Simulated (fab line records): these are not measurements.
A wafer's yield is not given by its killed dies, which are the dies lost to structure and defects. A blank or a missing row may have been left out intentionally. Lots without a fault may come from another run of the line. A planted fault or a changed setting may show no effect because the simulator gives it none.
Struck lot and sound lot, side by side || flow sky130 || 43 steps out of a route of 708
Sound: these wafers, L129.3, L129.4, L129.5. Struck: wafer L141.5. (L141.2, L141.6 of the same lot were not struck and are left out.) The cause comes at the end.
Per side, at each step with rows, come the tool, then ch with its chambers, and then its first start. Under that, the readings that differ: sound wafers || struck wafers || difference of the means || sigmas: that difference in standard deviations of wafers without a fault.
alike: readings with means less than 2 such deviations apart, plus words and numbers identical on both sides. not compared: withheld readings, readings lacking a value on some wafer, bounds such as >300 that could conceal the same value, and numbers that have no deviation in the record and whose values overlap.
A row with sigmas, a row that says differs or no value, or rows on one side alone: a step with any of these is where the two part. Numbers that have no deviation but don't overlap get no sigmas and don't part them. A reading missing from all wafers of one side parts the sides only when that side holds two or more wafers.

first, 3 steps without rows for these wafers: SKY_GATE_OXIDE_CLEAN_15 (cleans in SC1/SC2, time 150 s); SKY_GATE_OXIDE_OXIDATION_16 (stabilise 600 s, purge 300 s, target thk 3.57 nm); SKY_POLY_GATE_CVD_00 (deposits poly-Si, target thk 180 nm, time 720 s).
SKY_POLY_GATE_THK_MEAS_01:
  sound on film metro-03 at day 17 06:05; struck on film metro-03 at day 22 02:46
  alike: POLY_GATE_CVD_00_THK
then, 8 steps without rows for these wafers: SKY_RES_PROTECT_DEHYDRATE_00 (time 60 s); SKY_RES_PROTECT_HMDS_01 (prime time 60 s); SKY_RES_PROTECT_COAT_02 (resist thk 1140 nm); SKY_RES_PROTECT_SOFTBAKE_03 (time 60 s); SKY_RES_PROTECT_EXPOSE_04 (exposes mask RPM, target cd 1270 nm); SKY_RES_PROTECT_PEB_05; SKY_RES_PROTECT_DEVELOP_06 (develop time 60 s); SKY_POLY_GATE_IMPLANT_02.
SKY_RES_PROTECT_STRIP_07: strips in O2/N2.
  sound on plasma asher-03 ch 0,1, day 18 11:52; struck on plasma asher-04 ch 1, day 23 09:07
  alike: drypump motor current A, oes product au, strip time to endpoint s
  not compared: rf hours counter h
SKY_RES_PROTECT_TW_MEAS_08:
  sound on film metro-01 at day 18 11:57; struck on film metro-01 at day 23 09:14
  alike: POLY_GATE_TW
then, 2 steps without rows for these wafers: SKY_RES_PROTECT_CLEAN_09 (cleans in SC1/SC2, time 150 s); SKY_POLY_GATE_CVD_03 (deposits Si3N4 from DCS/NH3, target thk 75 nm, time 1290 s).
SKY_POLY_GATE_THK_MEAS_04:
  sound on film metro-03 at day 18 14:09; struck on film metro-02 at day 23 10:42
  alike: POLY_GATE_CVD_03_THK
then, 8 steps without rows for these wafers: SKY_POLY_GATE_DEHYDRATE_05 (time 60 s); SKY_POLY_GATE_HMDS_06 (prime time 60 s); SKY_POLY_GATE_COAT_07 (resist thk 110 nm); SKY_POLY_GATE_COAT_08 (resist thk 450 nm); SKY_POLY_GATE_SOFTBAKE_09 (time 90 s); SKY_POLY_GATE_EXPOSE_10 (exposes mask P1M, target cd 150 nm); SKY_POLY_GATE_PEB_11; SKY_POLY_GATE_DEVELOP_12 (develop time 60 s).
SKY_POLY_GATE_CD_MEAS_13: the cd target is 150 nm.
  sound on cd sem-01 at day 19 20:21; struck on cd sem-02 at day 24 17:06
  alike: cd nm
SKY_POLY_GATE_OVL_MEAS_14:
  sound on overlay-01 at day 19 20:26; struck on overlay-01 at day 24 17:13
  alike: POLY_GATE_OVL
SKY_POLY_GATE_ETCH_15: etches BARC in N2/H2, stops on SiO2, time 118.5 s, target depth 110 nm.
  sound on rie diel-01 ch 2,3, day 19 20:28; struck on rie diel-02 ch 1, day 24 17:14
  alike: drypump motor current A, oes product au, throttle valve pct
  not compared: rf hours counter h
SKY_POLY_GATE_ETCH_16: etches Si3N4 in CH3F/O2, stops on poly-Si, time 147.5 s, target depth 75 nm.
  sound on rie diel-01 ch 2,3, day 19 20:33; struck on rie diel-02 ch 1, day 24 17:19
{"reading": "throttle valve pct (%)", "sound": "10.539 10.529 10.530", "struck": 10.557, "difference": "+0.024", "sigmas": "+3"}
  alike: drypump motor current A, oes product au
  not compared: rf hours counter h
SKY_POLY_GATE_ETCH_17: etches poly-Si in HBr/Cl2, stops on SiO2, target depth 180 nm, time 70.5 s.
  sound on rie si-02 ch 2,3, day 19 20:38; struck on rie si-02 ch 2, day 24 17:25
  alike: drypump motor current A, oes product au, throttle valve pct
  not compared: rf hours counter h
SKY_POLY_GATE_STRIP_18: strips in O2/N2.
  sound on plasma asher-03 ch 0,1, day 19 20:44; struck on plasma asher-01 ch 0, day 24 17:28
{"reading": "strip time to endpoint s (s)", "sound": "3.211 3.211 3.211", "struck": 3.144, "difference": -0.067, "sigmas": -2}
  alike: drypump motor current A, oes product au
  not compared: rf hours counter h
then, 2 steps without rows for these wafers: SKY_POLY_GATE_CLEAN_19 (cleans in SC1/SC2, time 150 s); SKY_POLY_GATE_OXIDATION_20 (stabilise 600 s, purge 300 s, target thk 4 nm).
SKY_POLY_GATE_THK_MEAS_21:
  sound on film metro-03 at day 19 22:07; struck on film metro-01 at day 24 18:53
  alike: POLY_GATE_OXIDATION_THK
SKY_POLY_GATE_CD_MEAS_22:
  sound on cd sem-01 at day 19 22:13; struck on cd sem-01 at day 24 18:58
  alike: cd nm
then, 7 steps without rows for these wafers: SKY_LDD_N_DEHYDRATE_00 (time 60 s); SKY_LDD_N_HMDS_01 (prime time 60 s); SKY_LDD_N_COAT_02 (resist thk 300 nm); SKY_LDD_N_SOFTBAKE_03 (time 60 s); SKY_LDD_N_EXPOSE_04 (exposes mask NTM, target cd 840 nm); SKY_LDD_N_PEB_05; SKY_LDD_N_DEVELOP_06 (develop time 60 s).
-- here the record skips 27 days between the struck wafers' starts before and after, leaving off in module LDD_N and picking up in module PAD_OPEN (first step shown: number 708 of the route) --
SKY_PAD_OPEN_PROBE_99:
  rows exist in the record for the struck wafers here (prober-02, day 51 08:52), but not for the sound ones

== WHERE THEY PART ==
Last at SKY_PAD_OPEN_PROBE_99 as far as this record goes, first at SKY_POLY_GATE_ETCH_16.

WHY: what the simulator had put in
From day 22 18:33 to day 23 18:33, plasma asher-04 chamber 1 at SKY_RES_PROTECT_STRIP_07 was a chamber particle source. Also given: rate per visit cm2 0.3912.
